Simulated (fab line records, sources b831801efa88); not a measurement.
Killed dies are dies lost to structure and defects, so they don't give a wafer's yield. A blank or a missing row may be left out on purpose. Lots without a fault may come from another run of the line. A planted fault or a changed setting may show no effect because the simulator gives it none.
A sampling plan put to the test | flow sky130 | one fab line, 47 faults that these records tell of, each judged on the records of the lots that it struck
The plan is the line's own looks: the steps of the route at which a gauge or an inspection reads the wafer and doesn't change it. A look can be judged if struck wafers have a number there and the file gives its usual mean and standard deviation on fault-free wafers. Caught: at a look after the fault's first step, the mean of the struck wafers lies 4 or more of those standard deviations (sigma) from the usual mean. On the tool: the same test on the tool's own readings at the fault's steps. Another recipe on the struck wafers, or a record that is blank for them alone, also counts as caught.

THE FAULTS, as the simulator had put them in
1. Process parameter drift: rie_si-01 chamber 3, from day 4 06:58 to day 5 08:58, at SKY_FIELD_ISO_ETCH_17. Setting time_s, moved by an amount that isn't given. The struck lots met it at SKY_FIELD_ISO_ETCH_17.
2. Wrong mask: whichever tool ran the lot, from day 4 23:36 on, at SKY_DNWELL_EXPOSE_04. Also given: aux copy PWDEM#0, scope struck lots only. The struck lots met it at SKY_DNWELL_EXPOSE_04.
3. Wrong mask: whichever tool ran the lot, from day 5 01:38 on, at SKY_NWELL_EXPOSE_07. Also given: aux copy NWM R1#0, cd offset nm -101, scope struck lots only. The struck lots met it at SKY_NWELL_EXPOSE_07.
4. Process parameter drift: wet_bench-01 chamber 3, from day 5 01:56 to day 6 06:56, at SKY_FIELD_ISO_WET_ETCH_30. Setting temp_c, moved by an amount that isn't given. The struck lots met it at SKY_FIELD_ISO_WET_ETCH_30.
5. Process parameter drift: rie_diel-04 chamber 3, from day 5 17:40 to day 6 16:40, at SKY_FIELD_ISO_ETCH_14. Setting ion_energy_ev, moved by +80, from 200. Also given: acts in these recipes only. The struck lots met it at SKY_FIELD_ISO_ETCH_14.
6. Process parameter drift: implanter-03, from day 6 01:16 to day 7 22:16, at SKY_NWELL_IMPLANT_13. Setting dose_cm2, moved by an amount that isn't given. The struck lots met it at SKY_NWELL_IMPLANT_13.
7. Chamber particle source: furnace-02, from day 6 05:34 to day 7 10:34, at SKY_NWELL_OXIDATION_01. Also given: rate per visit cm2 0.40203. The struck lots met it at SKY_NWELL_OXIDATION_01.
8. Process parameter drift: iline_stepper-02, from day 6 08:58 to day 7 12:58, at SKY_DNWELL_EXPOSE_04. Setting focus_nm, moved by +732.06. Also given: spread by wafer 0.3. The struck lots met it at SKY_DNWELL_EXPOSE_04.
9. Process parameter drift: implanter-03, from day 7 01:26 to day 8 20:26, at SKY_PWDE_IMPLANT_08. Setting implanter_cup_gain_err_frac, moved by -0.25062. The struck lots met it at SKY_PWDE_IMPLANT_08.
10. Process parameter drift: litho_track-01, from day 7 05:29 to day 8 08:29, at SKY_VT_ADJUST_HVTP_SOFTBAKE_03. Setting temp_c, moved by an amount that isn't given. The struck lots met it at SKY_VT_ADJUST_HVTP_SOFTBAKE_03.
11. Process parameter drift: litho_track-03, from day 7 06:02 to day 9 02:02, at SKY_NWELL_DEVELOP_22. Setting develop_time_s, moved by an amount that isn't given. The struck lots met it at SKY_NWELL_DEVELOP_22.
12. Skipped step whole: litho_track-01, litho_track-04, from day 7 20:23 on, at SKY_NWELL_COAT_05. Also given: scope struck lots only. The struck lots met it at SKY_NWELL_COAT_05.
13. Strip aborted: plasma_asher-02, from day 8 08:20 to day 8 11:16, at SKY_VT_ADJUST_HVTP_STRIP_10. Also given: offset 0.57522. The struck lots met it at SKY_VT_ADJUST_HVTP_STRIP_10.
14. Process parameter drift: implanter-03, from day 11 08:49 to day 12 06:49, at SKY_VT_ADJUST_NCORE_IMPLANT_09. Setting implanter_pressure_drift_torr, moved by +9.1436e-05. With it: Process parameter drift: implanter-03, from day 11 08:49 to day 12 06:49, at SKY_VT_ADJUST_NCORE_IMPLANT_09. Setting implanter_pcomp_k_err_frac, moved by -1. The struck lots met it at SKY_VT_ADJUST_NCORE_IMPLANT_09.
15. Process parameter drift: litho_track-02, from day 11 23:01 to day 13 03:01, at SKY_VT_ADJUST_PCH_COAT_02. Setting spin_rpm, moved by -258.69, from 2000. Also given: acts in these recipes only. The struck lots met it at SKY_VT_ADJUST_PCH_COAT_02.
16. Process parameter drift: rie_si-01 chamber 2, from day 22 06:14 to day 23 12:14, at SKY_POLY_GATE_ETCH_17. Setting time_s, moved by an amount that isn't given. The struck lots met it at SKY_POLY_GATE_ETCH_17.
17. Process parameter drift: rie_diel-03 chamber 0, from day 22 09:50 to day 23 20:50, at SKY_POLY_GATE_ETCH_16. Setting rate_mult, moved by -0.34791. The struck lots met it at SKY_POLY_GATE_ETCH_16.
18. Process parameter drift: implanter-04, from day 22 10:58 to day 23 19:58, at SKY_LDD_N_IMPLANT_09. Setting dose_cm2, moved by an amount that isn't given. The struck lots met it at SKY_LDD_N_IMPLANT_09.
19. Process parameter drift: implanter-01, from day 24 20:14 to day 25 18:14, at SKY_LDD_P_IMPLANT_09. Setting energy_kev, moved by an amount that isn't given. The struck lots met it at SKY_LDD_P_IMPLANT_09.
20. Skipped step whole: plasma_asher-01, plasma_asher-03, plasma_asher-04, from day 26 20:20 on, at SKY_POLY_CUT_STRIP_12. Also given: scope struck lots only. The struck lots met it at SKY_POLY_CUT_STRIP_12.
21. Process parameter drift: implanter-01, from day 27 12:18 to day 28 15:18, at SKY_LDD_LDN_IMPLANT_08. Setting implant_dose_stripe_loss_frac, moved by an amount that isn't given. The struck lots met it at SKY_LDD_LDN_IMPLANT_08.
22. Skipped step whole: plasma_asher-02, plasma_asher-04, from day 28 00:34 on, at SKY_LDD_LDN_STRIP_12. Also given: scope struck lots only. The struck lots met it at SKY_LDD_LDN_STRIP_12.
23. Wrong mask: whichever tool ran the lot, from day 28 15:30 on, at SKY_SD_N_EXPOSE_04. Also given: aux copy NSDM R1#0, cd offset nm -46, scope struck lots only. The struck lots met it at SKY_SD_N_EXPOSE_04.
24. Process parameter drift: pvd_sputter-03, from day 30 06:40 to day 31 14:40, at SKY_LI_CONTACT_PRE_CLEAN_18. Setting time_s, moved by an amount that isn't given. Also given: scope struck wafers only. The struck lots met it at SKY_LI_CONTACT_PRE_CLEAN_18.
25. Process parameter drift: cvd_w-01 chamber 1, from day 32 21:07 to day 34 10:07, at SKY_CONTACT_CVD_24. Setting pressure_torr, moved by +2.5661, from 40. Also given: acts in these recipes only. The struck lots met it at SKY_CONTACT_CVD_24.
26. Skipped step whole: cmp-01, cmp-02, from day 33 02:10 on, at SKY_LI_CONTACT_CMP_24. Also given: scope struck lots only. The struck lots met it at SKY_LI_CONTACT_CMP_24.
27. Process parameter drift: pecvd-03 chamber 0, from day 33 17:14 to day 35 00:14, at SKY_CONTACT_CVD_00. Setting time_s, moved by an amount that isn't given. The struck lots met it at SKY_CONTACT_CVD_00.
28. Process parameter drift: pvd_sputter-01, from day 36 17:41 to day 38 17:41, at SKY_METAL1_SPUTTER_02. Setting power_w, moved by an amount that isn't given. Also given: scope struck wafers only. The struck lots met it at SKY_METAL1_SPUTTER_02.
29. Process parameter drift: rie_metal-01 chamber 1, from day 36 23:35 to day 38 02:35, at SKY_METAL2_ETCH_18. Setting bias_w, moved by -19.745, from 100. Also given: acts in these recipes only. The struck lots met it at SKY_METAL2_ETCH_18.
30. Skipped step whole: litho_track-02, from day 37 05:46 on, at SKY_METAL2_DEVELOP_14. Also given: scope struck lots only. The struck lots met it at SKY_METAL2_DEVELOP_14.
31. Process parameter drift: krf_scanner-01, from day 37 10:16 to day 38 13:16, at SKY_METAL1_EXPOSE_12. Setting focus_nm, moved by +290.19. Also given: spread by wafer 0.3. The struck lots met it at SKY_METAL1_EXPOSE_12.
32. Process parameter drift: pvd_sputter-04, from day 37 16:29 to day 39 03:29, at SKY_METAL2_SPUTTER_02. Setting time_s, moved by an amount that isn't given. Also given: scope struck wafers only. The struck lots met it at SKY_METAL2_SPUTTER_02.
33. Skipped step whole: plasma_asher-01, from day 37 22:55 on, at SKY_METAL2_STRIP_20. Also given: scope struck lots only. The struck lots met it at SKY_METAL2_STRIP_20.
34. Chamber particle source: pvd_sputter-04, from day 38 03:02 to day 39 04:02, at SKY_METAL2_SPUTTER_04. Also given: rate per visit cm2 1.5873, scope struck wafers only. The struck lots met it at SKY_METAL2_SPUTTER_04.
35. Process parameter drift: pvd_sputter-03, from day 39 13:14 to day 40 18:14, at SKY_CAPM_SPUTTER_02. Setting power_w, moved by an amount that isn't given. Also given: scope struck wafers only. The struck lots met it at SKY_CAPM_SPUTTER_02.
36. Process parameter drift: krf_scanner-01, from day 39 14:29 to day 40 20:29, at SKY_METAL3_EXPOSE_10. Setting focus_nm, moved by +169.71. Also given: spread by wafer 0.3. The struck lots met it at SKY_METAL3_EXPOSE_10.
37. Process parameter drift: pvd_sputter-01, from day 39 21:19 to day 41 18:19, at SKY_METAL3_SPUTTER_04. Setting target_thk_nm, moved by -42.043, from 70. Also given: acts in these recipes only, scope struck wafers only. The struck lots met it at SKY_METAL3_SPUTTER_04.
38. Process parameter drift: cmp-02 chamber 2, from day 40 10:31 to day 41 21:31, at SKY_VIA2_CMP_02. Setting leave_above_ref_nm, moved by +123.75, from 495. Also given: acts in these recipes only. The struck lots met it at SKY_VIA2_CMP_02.
39. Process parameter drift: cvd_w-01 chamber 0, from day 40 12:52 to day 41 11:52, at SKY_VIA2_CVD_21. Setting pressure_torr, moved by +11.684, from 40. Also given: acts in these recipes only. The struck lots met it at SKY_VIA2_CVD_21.
40. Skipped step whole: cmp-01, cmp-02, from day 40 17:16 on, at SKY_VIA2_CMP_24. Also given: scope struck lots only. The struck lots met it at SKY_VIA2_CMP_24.
41. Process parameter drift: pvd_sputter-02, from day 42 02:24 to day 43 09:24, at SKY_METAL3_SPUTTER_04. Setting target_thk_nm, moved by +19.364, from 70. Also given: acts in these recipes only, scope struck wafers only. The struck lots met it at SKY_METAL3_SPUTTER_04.
42. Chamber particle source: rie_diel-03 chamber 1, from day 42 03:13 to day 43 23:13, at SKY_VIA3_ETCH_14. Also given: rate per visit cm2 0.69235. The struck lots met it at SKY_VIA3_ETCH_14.
43. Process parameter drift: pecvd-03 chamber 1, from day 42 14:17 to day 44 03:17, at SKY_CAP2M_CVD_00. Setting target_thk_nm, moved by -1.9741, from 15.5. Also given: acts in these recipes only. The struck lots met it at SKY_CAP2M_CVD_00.
44. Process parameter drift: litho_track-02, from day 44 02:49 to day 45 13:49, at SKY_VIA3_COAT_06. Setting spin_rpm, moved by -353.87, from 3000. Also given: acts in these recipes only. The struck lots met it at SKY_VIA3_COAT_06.
45. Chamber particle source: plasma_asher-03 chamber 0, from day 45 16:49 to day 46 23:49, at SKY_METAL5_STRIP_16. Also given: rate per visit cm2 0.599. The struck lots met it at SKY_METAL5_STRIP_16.
46. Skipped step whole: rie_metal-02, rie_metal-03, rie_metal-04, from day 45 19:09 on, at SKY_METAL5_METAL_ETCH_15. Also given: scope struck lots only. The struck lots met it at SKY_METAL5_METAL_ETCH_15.
47. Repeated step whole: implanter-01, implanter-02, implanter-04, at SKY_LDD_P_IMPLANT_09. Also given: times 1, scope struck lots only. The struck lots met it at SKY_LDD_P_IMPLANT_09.

WHAT THE PLAN SAW
fault | on the tool itself                               | first look that catches it                      | reading, sigma                                                 | median hours from its first step to that look | hours from the fault's start to the first struck lot there | judged looks passed uncaught
1     | run_length_s +21 sigma                           | no look after it can be judged                  | -                                                              | -                                             | -                                                          | 0
2     | no reading that can be judged                    | SKY_DNWELL_TW_MEAS_09                           | DNWELL_TW -91                                                  | 9.0                                           | 11                                                         | 0
3     | no reading that can be judged                    | no look after it can be judged                  | -                                                              | -                                             | -                                                          | 0
4     | temp_c +99 or beyond sigma                       | none of the 4 looks that can be judged after it | -                                                              | -                                             | -                                                          | 4
5     | under 2 sigma                                    | no look after it can be judged                  | -                                                              | -                                             | -                                                          | 0
6     | dose_ions_cm2 -99 or beyond sigma                | SKY_NWELL_RS_MEAS_29                            | NWELL_RS +4.2                                                  | 19.5                                          | 32                                                         | 0
7     | under 2 sigma                                    | none of the 2 looks that can be judged after it | -                                                              | -                                             | -                                                          | 2
8     | under 2 sigma                                    | none of the 5 looks that can be judged after it | -                                                              | -                                             | -                                                          | 5
9     | beam_on_s +16 sigma                              | SKY_PWDE_TW_MEAS_10                             | PWDE_TW +7.5                                                   | 0.2                                           | 3                                                          | 0
10    | heater_power_total_W +65 sigma                   | not the one look that can be judged after it    | -                                                              | -                                             | -                                                          | 1
11    | no reading that can be judged                    | none of the 2 looks that can be judged after it | -                                                              | -                                             | -                                                          | 2
12    | the tool's record is blank for the struck wafers | SKY_NWELL_TW_MEAS_26                            | NWELL_2_TW +99 or beyond                                       | 33.0                                          | 33                                                         | 0
13    | oes_product_au +49 sigma                         | SKY_VT_ADJUST_LVTN_TW_MEAS_10                   | VT_ADJUST_LVTN_TW -70                                          | 22.0                                          | 25                                                         | 0
14    | end_station_pressure_torr +99 or beyond sigma    | SKY_VT_ADJUST_NCORE_TW_MEAS_11                  | VT_ADJUST_NCORE_TW +11                                         | 0.2                                           | 3                                                          | 0
15    | spin_speed_rpm -99 or beyond sigma               | not the one look that can be judged after it    | -                                                              | -                                             | -                                                          | 1
16    | run_length_s -35 sigma                           | no look after it can be judged                  | -                                                              | -                                             | -                                                          | 0
17    | under 2 sigma                                    | no look after it can be judged                  | -                                                              | -                                             | -                                                          | 0
18    | dose_ions_cm2 -99 or beyond sigma                | SKY_LDD_N_TW_MEAS_17                            | LDD_N_TW -9.0                                                  | 1.1                                           | 23                                                         | 0
19    | beam_energy_keV +99 or beyond sigma              | not the one look that can be judged after it    | strongest: LDD_P_TW at SKY_LDD_P_TW_MEAS_11, +3.0              | -                                             | -                                                          | 1
20    | the tool's record is blank for the struck wafers | no look after it can be judged                  | -                                                              | -                                             | -                                                          | 0
21    | under 2 sigma                                    | none of the 4 looks that can be judged after it | -                                                              | -                                             | -                                                          | 4
22    | the tool's record is blank for the struck wafers | no look after it can be judged                  | -                                                              | -                                             | -                                                          | 0
23    | no reading that can be judged                    | SKY_SD_N_CD_MEAS_07                             | cd_nm -18                                                      | 14.6                                          | 18                                                         | 0
24    | no reading that can be judged                    | none of the 2 looks that can be judged after it | -                                                              | -                                             | -                                                          | 2
25    | chamber_pressure_Torr +30 sigma                  | none of the 2 looks that can be judged after it | strongest: CONTACT_W_RS at SKY_CONTACT_RS_MEAS_25, -3.5        | -                                             | -                                                          | 2
26    | the tool's record is blank for the struck wafers | no look after it can be judged                  | -                                                              | -                                             | -                                                          | 0
27    | under 2 sigma                                    | not the one look that can be judged after it    | strongest: CONTACT_CVD_00_THK at SKY_CONTACT_THK_MEAS_01, -3.5 | -                                             | -                                                          | 1
28    | cathode_dc_power_W +99 or beyond sigma           | SKY_METAL1_RS_MEAS_05                           | METAL1_ALCU_RS -11                                             | 0.1                                           | 28                                                         | 0
29    | bias_w -61 sigma                                 | no look after it can be judged                  | -                                                              | -                                             | -                                                          | 0
30    | no reading that can be judged                    | no look after it can be judged                  | -                                                              | -                                             | -                                                          | 0
31    | under 2 sigma                                    | SKY_METAL1_CD_MEAS_15                           | cd_nm -47                                                      | 12.2                                          | 19                                                         | 0
32    | under 2 sigma                                    | SKY_METAL2_RS_MEAS_05                           | METAL2_ALCU_RS +9.3                                            | 0.1                                           | 6                                                          | 0
33    | no reading that can be judged                    | no look after it can be judged                  | -                                                              | -                                             | -                                                          | 0
34    | under 2 sigma                                    | not the one look that can be judged after it    | -                                                              | -                                             | -                                                          | 1
35    | cathode_dc_power_W -99 or beyond sigma           | SKY_CAPM_RS_MEAS_03                             | CAPM_TIN_RS +16                                                | 0.1                                           | 23                                                         | 0
36    | exposure_dose_mJ_cm2 -10 sigma                   | SKY_METAL3_CD_MEAS_13                           | cd_nm -5.1                                                     | 12.1                                          | 33                                                         | 0
37    | under 2 sigma                                    | no look after it can be judged                  | -                                                              | -                                             | -                                                          | 0
38    | under 2 sigma                                    | no look after it can be judged                  | -                                                              | -                                             | -                                                          | 0
39    | chamber_pressure_Torr +99 or beyond sigma        | SKY_VIA2_RS_MEAS_22                             | VIA2_W_RS -10                                                  | 0.1                                           | 12                                                         | 0
40    | no reading that can be judged                    | no look after it can be judged                  | -                                                              | -                                             | -                                                          | 0
41    | under 2 sigma                                    | no look after it can be judged                  | -                                                              | -                                             | -                                                          | 0
42    | under 2 sigma                                    | none of the 6 looks that can be judged after it | -                                                              | -                                             | -                                                          | 6
43    | under 2 sigma                                    | SKY_CAP2M_THK_MEAS_01                           | CAP2M_CVD_00_THK -7.1                                          | 0.0                                           | 3                                                          | 0
44    | spin_speed_rpm -99 or beyond sigma               | not the one look that can be judged after it    | -                                                              | -                                             | -                                                          | 1
45    | under 2 sigma                                    | no look after it can be judged                  | -                                                              | -                                             | -                                                          | 0
46    | the tool's record is blank for the struck wafers | no look after it can be judged                  | -                                                              | -                                             | -                                                          | 0
47    | no reading that can be judged                    | SKY_LDD_P_TW_MEAS_11                            | LDD_P_TW +23                                                   | 0.6                                           | -                                                          | 0
A dash: the fault isn't caught, or these records don't give the number.

Caught at a look: 16 of 47. Caught on the tool: 23 of 47. By one or the other: 29 of 47.
Caught on the tool alone: faults 1, 4, 10, 15, 16, 19, 20, 22, 25, 26, 29, 44, 46.
Caught at a look alone: faults 2, 23, 31, 32, 43, 47.
Caught by neither: faults 3, 5, 7, 8, 11, 17, 21, 24, 27, 30, 33, 34, 37, 38, 40, 41, 42, 45.

THINNER SAMPLING
If the look that catches a fault measured only every second or every third lot, by lot number, the first struck lot would be measured this late in the worst case:
fault | struck lots at that look, in order of time | every lot | every second lot | every third lot
2     | L828                                       | 11 h      | may miss it      | may miss it
6     | L655, L657                                 | 32 h      | may miss all 2   | may miss all 2
9     | L722, L724                                 | 3 h       | may miss all 2   | may miss all 2
12    | L565, L566                                 | 33 h      | 38 h             | may miss all 2
13    | L147                                       | 25 h      | may miss it      | may miss it
14    | L583, L584                                 | 3 h       | 12 h             | may miss all 2
18    | L927, L929, L930                           | 23 h      | 33 h             | may miss all 3
23    | L180                                       | 18 h      | may miss it      | may miss it
28    | L776                                       | 28 h      | may miss it      | may miss it
31    | L700, L701                                 | 19 h      | 28 h             | may miss all 2
32    | L306, L307                                 | 6 h       | 15 h             | may miss all 2
35    | L419                                       | 23 h      | may miss it      | may miss it
36    | L835                                       | 33 h      | may miss it      | may miss it
39    | L123                                       | 12 h      | may miss it      | may miss it
43    | L423, L426                                 | 3 h       | 26 h             | may miss all 2
Hours are from the fault's start to the first struck lot that is measured. The limit of 4 sigma was tested on all struck wafers together, so one lot alone may lie under it. Other struck lots may not be in these records.

THE LONGEST TIMED WAY FROM STEP TO LOOK
Fault 12: a median of 33.0 hours passes between SKY_NWELL_COAT_05 and SKY_NWELL_TW_MEAS_26. No look between them can be judged.
